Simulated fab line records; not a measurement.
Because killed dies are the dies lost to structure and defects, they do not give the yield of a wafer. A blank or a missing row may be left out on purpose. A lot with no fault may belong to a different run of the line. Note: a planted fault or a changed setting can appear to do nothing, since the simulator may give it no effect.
A lot that was struck, set against a sound lot | flow sky130 | 28 steps out of a route of 708
Sound: the wafers L113.2, L113.4, L113.5. Struck: wafers L117.3, L117.5 (left out: L117.6, a lot-mate that was not struck); the cause follows at the end.
At each step with rows: each side's tool, then ch and its chambers, then its first start. Under that, the readings that differ: sound wafers | struck wafers | difference of the means | sigmas: that difference in standard deviations of wafers without a fault.
alike: same words and numbers on both sides, and readings whose means sit less than 2 such deviations apart. not compared: any withheld reading, any reading some wafer has no value for, any bound like >300 that may hide the same value, and any number with overlapping values for which the record gives no deviation.
The two part at a step that has a row with sigmas, a row that says differs or no value, or rows on one side only. Non-overlapping numbers with no deviation appear without sigmas and do not part them. A reading missing from all wafers of one side parts the sides only when that side holds two or more wafers.

SKY_VIA4_ETCH_12: etches SiO2 in C4F8/O2/Ar, stops on TiN, target depth 580 nm.
  sound on rie_diel-02 ch 0,1,2, day 43 05:18; struck on rie_diel-04 ch 1,3, day 44 06:44
  alike: oes_product_au
then, 4 steps without rows for these wafers: SKY_VIA4_STRIP_13 (strips in O2/N2); SKY_VIA4_STRIP_14 (strips in post etch residue remover, time 1200 s); SKY_VIA4_CLEAN_15 (cleans in IPA, time 180 s); SKY_VIA4_CLEAN_16 (cleans in O3/DIW).
SKY_VIA4_SPUTTER_17: material TiN, target thk 20 nm, time 80 s.
  sound on pvd_sputter-02, day 43 06:00; struck on pvd_sputter-03, day 44 07:25
  alike: chamber_pressure_pa, throttle_valve_pct
then, 1 step without rows for these wafers: SKY_VIA4_CVD_18 (deposits W, target thk 505 nm, time 152.14 s).
SKY_VIA4_RS_MEAS_19: measurement is done with a four-point probe.
  sound on film_metro-04, day 43 06:14; struck on film_metro-04, day 44 07:40
  alike: VIA4_W_RS
SKY_VIA4_THK_MEAS_20: measures by xrf.
  sound on film_metro-04, day 43 06:21; struck on film_metro-04, day 44 07:46
  alike: VIA4_W_THK
SKY_VIA4_CMP_21: polishes, stops on SiO2, t overpolish 25 s, target thk 0 nm.
  sound on cmp-02 ch 1,2, day 43 06:27; struck on cmp-01 ch 0,1, day 44 07:58
  alike: head_pressure_psi, motor_current_A, overpolish_run_s, slurry_flow_ml_min, time_to_endpoint_s
SKY_METAL5_SPUTTER_00: material Ti, target thk 15 nm, time 10 s.
  sound on pvd_sputter-04, day 43 06:42; struck on pvd_sputter-04, day 44 08:07
  alike: chamber_pressure_pa, throttle_valve_pct
then, 1 step without rows for these wafers: SKY_METAL5_SPUTTER_01 (material TiN, target thk 20 nm, time 16.7 s).
SKY_METAL5_SPUTTER_02: material AlCu, target thk 1150 nm, time 61.2 s.
  sound on pvd_sputter-04, day 43 06:45; struck on pvd_sputter-04, day 44 08:09
  reading                                     | sound                | struck        | difference | sigmas
  chamber_pressure_pa (Pa)                    | 0.3986 0.4020 0.4003 | 0.4604 0.4604 | +0.0601    | +76
  throttle_valve_pct (%)                      | 31.4 28.7 29.2       | 27.3 27.3     | -2.5       | -3
  model.AlCu_of_METAL5_SPUTTER_02.thk_nm (nm) | 1178 1161 1159       | 1105 1112     | -58        |
then, 2 steps without rows for these wafers: SKY_METAL5_SPUTTER_03 (material Ti, target thk 5 nm, time 3.3 s); SKY_METAL5_SPUTTER_04 (material TiN, target thk 70 nm, time 58.3 s).
SKY_METAL5_RS_MEAS_05: measurement is done with a four-point probe.
  sound on film_metro-01, day 43 06:53; struck on film_metro-03, day 44 08:19
  reading                 | sound                | struck        | difference | sigmas
  METAL5_ALCU_RS (ohm/sq) | 0.0265 0.0267 0.0269 | 0.0284 0.0281 | +0.0015    | +5
SKY_METAL5_THK_MEAS_06: measures by xrf.
  sound on film_metro-01, day 43 06:59; struck on film_metro-03, day 44 08:25
  reading              | sound          | struck    | difference | sigmas
  METAL5_ALCU_THK (nm) | 1166 1152 1156 | 1090 1092 | -67        | -5
then, 7 steps without rows for these wafers: SKY_METAL5_DEHYDRATE_07 (time 60 s); SKY_METAL5_HMDS_08 (prime time 60 s); SKY_METAL5_COAT_09 (resist thk 1800 nm); SKY_METAL5_SOFTBAKE_10 (time 60 s); SKY_METAL5_EXPOSE_11 (exposes mask MM5, target cd 1600 nm); SKY_METAL5_PEB_12; SKY_METAL5_DEVELOP_13 (develop time 60 s).
SKY_METAL5_DESCUM_14: chemistry O2, time 11 s.
  sound on rie_metal-04 ch 0,1, day 44 05:15; struck on rie_metal-01 ch 0, day 45 05:16
  reading               | sound             | struck      | difference | sigmas
  oes_product_au (a.u.) | 1.004 1.013 1.006 | 0.983 0.981 | -0.026     | -2
  alike: drypump_motor_current_A
  not compared: rf_hours_counter_h
SKY_METAL5_METAL_ETCH_15: etches the open film in Cl2/BCl3, stops on SiO2, target depth 1260 nm, time 252 s.
  sound on rie_metal-04 ch 0,1, day 44 05:17; struck on rie_metal-01 ch 0, day 45 05:22
  reading                            | sound          | struck    | difference | sigmas
  model.METAL5.feature_depth_nm (nm) | 1253 1256 1253 | 1236 1243 | -14        |
  model.etch.depth_nm (nm)           | 1253 1256 1253 | 1236 1243 | -14        |
  alike: drypump_motor_current_A, oes_product_au, throttle_valve_pct
  not compared: rf_hours_counter_h
then, 1 step without rows for these wafers: SKY_METAL5_STRIP_16 (strips in O2/N2).
SKY_PAD_OPEN_PROBE_99:
  sound on prober-02, day 46 03:03; struck on prober-02, day 47 02:44
  reading                      | sound                  | struck          | difference | sigmas
  model.etest.met5.rs_ohm_sq   | 0.0267 0.02683 0.0268  | 0.02802 0.02793 | +0.00120   |
  model.etest.met5.line_ohm_um | 0.01665 0.01667 0.0166 | 0.0176 0.01754  | +0.0009    |
  alike: defect_limited_yield, killed_at_M0_to_M3, killed_at_M4_up, killed_at_contacts, killed_at_front_end, killed_at_other, killed_dies, killed_open, killed_short, sort_bin_3_pad_short, sort_bin_5_function, sort_bin_6_memory, sort_n_pass, sort_yield_pct

== WHERE THEY PART ==
At SKY_METAL5_SPUTTER_02 first; at SKY_METAL5_DESCUM_14 last (within this record only). Later steps at which nothing parts them and some readings are alike: SKY_METAL5_METAL_ETCH_15, SKY_PAD_OPEN_PROBE_99.

WHY: the cause the simulator had injected
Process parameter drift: pvd_sputter-04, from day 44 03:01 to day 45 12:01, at SKY_METAL5_SPUTTER_02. A move of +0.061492 in setting chamber_pressure_pa, from 0.4. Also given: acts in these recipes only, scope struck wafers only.
